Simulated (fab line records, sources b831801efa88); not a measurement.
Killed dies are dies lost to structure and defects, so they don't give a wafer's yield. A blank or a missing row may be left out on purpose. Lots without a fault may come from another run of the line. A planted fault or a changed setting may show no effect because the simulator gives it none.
One fault seen from 2 desks | flow sky130 | each desk has only its own numbers; what lay behind them comes last

THE TOOL OWNER'S DESK: pvd_sputter-03
The tool's own readings at SKY_METAL3_SPUTTER_01 (material TiN, target thk 20 nm, time 16.7 s): means of the sampled wafers that have a number, for each lot that ran on this tool. A lot is out of limits, marked OUT, if its mean lies more than 4 standard deviations from the usual mean; the brackets give that distance.
Columns: A = chamber_pressure_pa at SKY_METAL3_SPUTTER_01, usual 0.4001 Pa; B = throttle_valve_pct at SKY_METAL3_SPUTTER_01, usual 30.1 %
lot  | first seen here | A                        | B
L981 | day 37 01:55    | 0.3999                   | 30.1
L988 | day 38 23:47    | 0.3999                   | 29.5
L989 | day 39 15:23    | 0.4890 (+99 or more) OUT | 26.3
L992 | day 40 01:49    | 0.4872 (+99 or more) OUT | 27.1
This desk's finding: out of limits on L989, L992; first on L989, day 39 15:23 (chamber_pressure_pa at SKY_METAL3_SPUTTER_01). In limits: L981, L988.

THE METROLOGY DESK
What the gauges read, lot by lot, whatever tool the lot ran on: means of the sampled wafers that have a number. A lot is out of limits, marked OUT, if its mean lies more than 4 standard deviations from the usual mean; the brackets give that distance.
Columns: A = VIA2_W_RS at SKY_VIA2_RS_MEAS_22, usual 0.274 ohm/sq; B = VIA2_W_THK at SKY_VIA2_THK_MEAS_23, usual 432 nm
lot  | first seen here | A     | B
L981 | day 37 01:25    | 0.278 | 429
L988 | day 38 23:14    | 0.277 | 427
L989 | day 39 14:53    | 0.273 | 427
L992 | day 40 01:19    | 0.274 | 433
L102 | day 42 15:02    | 0.275 | 431
L103 | day 42 21:36    | 0.277 | 428
This desk's finding: nothing out of limits on any of the 6 lots.

PUT TOGETHER
The tool owner's desk could have raised an alarm at day 39 15:23, on L989, L992.
The metrology desk saw nothing out of limits.
The metrology desk has L989, L992 on record, within its limits.
Of the lots named, all ran SKY_METAL3_SPUTTER_01 on pvd_sputter-03.

WHAT THE SIMULATOR HAD PUT IN
Process parameter drift: pvd_sputter-03, from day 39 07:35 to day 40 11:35, at SKY_METAL3_SPUTTER_01. Setting chamber_pressure_pa, moved by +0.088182, from 0.4. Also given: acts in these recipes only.
Lots struck among those shown: L989, L992.
Hours from the fault's start to each desk's first reading out of limits: the tool owner's desk, 8.
